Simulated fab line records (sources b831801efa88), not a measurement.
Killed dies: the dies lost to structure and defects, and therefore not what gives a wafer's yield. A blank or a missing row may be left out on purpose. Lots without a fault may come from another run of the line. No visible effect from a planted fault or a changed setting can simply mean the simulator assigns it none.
The tool behind it: which one? + flow gf180mcu + Sampling: 13 lots, 39 wafers, 5 of 602 route steps

## WHAT THE GAUGES SHOWED, per wafer
GF_M4_RS_MEAS_05: measures by four-point-probe.
| lot  | measured     | on            | M4_ALCU_RS (ohm/sq)  |
|------|--------------|---------------|----------------------|
| L505 | day 22 17:16 | film metro-01 | 0.0699 0.0684 0.0688 |
| L506 | day 22 23:59 | film metro-02 | 0.0678 0.0669 0.0682 |
| L507 | day 23 14:40 | film metro-02 | 0.0688 0.0681 0.0691 |
| L508 | day 23 18:40 | film metro-04 | 0.0699 0.0701 0.0712 |
| L510 | day 24 19:08 | film metro-02 | 0.0689 0.0692 0.0693 |
| L511 | day 25 02:20 | film metro-02 | 0.0709 0.0712 0.0694 |
| L515 | day 26 01:31 | film metro-02 | 0.0679 0.0689 0.0684 |
| L516 | day 26 15:44 | film metro-04 | 0.0691 0.0683 0.0683 |
| L521 | day 28 11:26 | film metro-02 | 0.0715 0.0697 0.0707 |
| L523 | day 29 05:43 | film metro-02 | 0.0709 0.0715 0.0714 |
| L525 | day 29 11:19 | film metro-04 | 0.0672 0.0671 0.0672 |
| L526 | day 29 21:05 | film metro-04 | 0.0701 0.0713 0.0703 |
| L527 | day 29 22:57 | film metro-02 | 0.0689 0.0697 0.0697 |

GF_M4_CD_MEAS_14 targets a cd of 280 nm.
| lot  | measured     | on        | cd nm (nm)        |
|------|--------------|-----------|-------------------|
| L505 | day 23 16:29 | cd sem-01 | 279.9 280.8 280.6 |
| L506 | day 23 22:40 | cd sem-01 | 280.7 280.9 281.3 |
| L507 | day 24 12:26 | cd sem-02 | 278.6 278.4 278.6 |
| L508 | day 24 16:56 | cd sem-02 | 279.0 278.3 278.3 |
| L510 | day 25 17:01 | cd sem-01 | 281.1 279.0 278.3 |
| L511 | day 26 00:04 | cd sem-01 | 280.4 281.0 280.9 |
| L515 | day 26 22:02 | cd sem-01 | 278.9 279.7 278.7 |
| L516 | day 27 11:40 | cd sem-02 | 282.4 281.7 282.1 |
| L521 | day 29 05:58 | cd sem-02 | 283.2 282.3 282.3 |
| L523 | day 30 00:31 | cd sem-01 | 278.4 277.5 279.0 |
| L525 | day 30 05:25 | cd sem-01 | 279.0 278.3 277.5 |
| L526 | day 30 14:53 | cd sem-01 | 279.6 279.1 280.7 |
| L527 | day 30 17:20 | cd sem-01 | 279.2 279.2 280.1 |

GF_V4_CD_MEAS_14 targets a cd of 260 nm.
| lot  | measured     | on        | cd nm (nm)        |
|------|--------------|-----------|-------------------|
| L505 | day 24 16:17 | cd sem-01 | 259.5 259.1 259.4 |
| L506 | day 24 22:34 | cd sem-02 | 260.0 260.7 259.4 |
| L507 | day 25 11:20 | cd sem-01 | 260.9 260.0 259.0 |
| L508 | day 25 16:32 | cd sem-01 | 260.1 260.7 259.9 |
| L510 | day 26 15:16 | cd sem-01 | 260.4 259.2 258.7 |
| L511 | day 26 22:19 | cd sem-01 | 257.5 258.7 259.5 |
| L515 | day 27 19:38 | cd sem-02 | 255.6 257.6 256.8 |
| L516 | day 28 07:58 | cd sem-01 | 256.9 256.4 256.4 |
| L521 | day 30 02:40 | cd sem-01 | 260.3 260.0 260.6 |
| L523 | day 30 19:58 | cd sem-01 | 258.9 259.3 258.8 |
| L525 | day 31 00:56 | cd sem-01 | 258.8 258.5 260.1 |
| L526 | day 31 10:23 | cd sem-01 | 260.0 259.1 258.9 |
| L527 | day 31 12:32 | cd sem-01 | 260.1 259.4 260.0 |

## WHICH TOOL RAN EACH LOT (tool, then ch and the chambers of the sampled wafers, then the start)
| lot  | GF_M4_SPUTTER_02             | GF_V4_SOFTBAKE_10                 |
|------|------------------------------|-----------------------------------|
| L505 | pvd sputter-04, day 22 17:09 | litho track-03 ch 0, day 24 04:00 |
| L506 | pvd sputter-02, day 22 23:54 | litho track-03 ch 0, day 24 11:00 |
| L507 | pvd sputter-02, day 23 14:33 | litho track-03 ch 0, day 25 00:00 |
| L508 | pvd sputter-04, day 23 18:33 | litho track-03 ch 0, day 25 04:00 |
| L510 | pvd sputter-02, day 24 19:02 | litho track-01 ch 0, day 26 04:00 |
| L511 | pvd sputter-03, day 25 02:15 | litho track-03 ch 0, day 26 12:00 |
| L515 | pvd sputter-02, day 26 01:22 | litho track-03 ch 0, day 27 09:00 |
| L516 | pvd sputter-02, day 26 15:39 | litho track-03 ch 0, day 27 22:00 |
| L521 | pvd sputter-03, day 28 11:19 | litho track-01 ch 0, day 29 16:00 |
| L523 | pvd sputter-03, day 29 05:37 | litho track-01 ch 0, day 30 10:00 |
| L525 | pvd sputter-02, day 29 11:14 | litho track-03 ch 0, day 30 15:00 |
| L526 | pvd sputter-03, day 29 21:00 | litho track-03 ch 0, day 31 01:00 |
| L527 | pvd sputter-04, day 29 22:50 | litho track-03 ch 0, day 31 03:00 |
- GF_M4_SPUTTER_02: material AlCu, target thk 450 nm, time 23.9 s.
- GF_V4_SOFTBAKE_10: time 60 s.

## WHAT THE TOOLS THEMSELVES READ (means of the sampled wafers that have a number; where no wafer has one, the mark that the record gives instead)
GF_M4_SPUTTER_02.
| lot  | tool           | throttle valve pct (%) |
|------|----------------|------------------------|
| L505 | pvd sputter-04 | 30.3                   |
| L506 | pvd sputter-02 | 30.4                   |
| L507 | pvd sputter-02 | 30.1                   |
| L508 | pvd sputter-04 | 29.9                   |
| L510 | pvd sputter-02 | 30.4                   |
| L511 | pvd sputter-03 | 30.2                   |
| L515 | pvd sputter-02 | 30.5                   |
| L516 | pvd sputter-02 | 30.7                   |
| L521 | pvd sputter-03 | 29.4                   |
| L523 | pvd sputter-03 | 31.4                   |
| L525 | pvd sputter-02 | 30.8                   |
| L526 | pvd sputter-03 | 30.0                   |
| L527 | pvd sputter-04 | 30.3                   |

GF_V4_SOFTBAKE_10.
| lot  | tool           | heater power total W (W) | plate temp C (C) |
|------|----------------|--------------------------|------------------|
| L505 | litho track-03 | 93.07                    | 130.01           |
| L506 | litho track-03 | 93.05                    | 129.98           |
| L507 | litho track-03 | 93.09                    | 129.97           |
| L508 | litho track-03 | 93.05                    | 129.96           |
| L510 | litho track-01 | 93.06                    | 130.07           |
| L511 | litho track-03 | 93.02                    | 130.06           |
| L515 | litho track-03 | 91.37                    | 128.17           |
| L516 | litho track-03 | 91.29                    | 128.23           |
| L521 | litho track-01 | 93.06                    | 130.11           |
| L523 | litho track-01 | 93.08                    | 130.00           |
| L525 | litho track-03 | 92.98                    | 129.98           |
| L526 | litho track-03 | 93.08                    | 130.06           |
| L527 | litho track-03 | 93.06                    | 129.94           |

## THE ANSWER, worked out from the rows above alone
Rule: the usual values come from the lots themselves. Put in order of their means at a reading, lots are off if they are a third of the lots or fewer, leave a main group of 4 or more, and stand apart from it by a gap of 3 or more times the standard deviation of the main group's means; of several such gaps the widest counts. A main group whose means are all the same, to the digits that the tables above print for the reading, isn't used. Also off: a lot with no number at a reading for which 4 or more lots have one. All remaining lots with rows at the step are treated as sound. The gauges are gone through in route order, then the tools' own readings, and for those a lot's mean is taken as printed above. At the first step where some lot is off, the reading lying furthest off is the one used; lots without a number count as furthest.
Off: L515, L516 (GF_V4_CD_MEAS_14, cd nm). The main group has a mean of 259.6 nm with a standard deviation of 0.53.
If a tool, at a process step before that reading, ran all the lots that are off and no sound lot after the first of them, it fits. The gauges at GF_V4_CD_MEAS_14 aren't tried: what is off there is off at GF_V4_SOFTBAKE_10 too, on other tools, and a gauge's error can't cause that. None of those tried fits.

## WHAT THE SIMULATOR PUT IN
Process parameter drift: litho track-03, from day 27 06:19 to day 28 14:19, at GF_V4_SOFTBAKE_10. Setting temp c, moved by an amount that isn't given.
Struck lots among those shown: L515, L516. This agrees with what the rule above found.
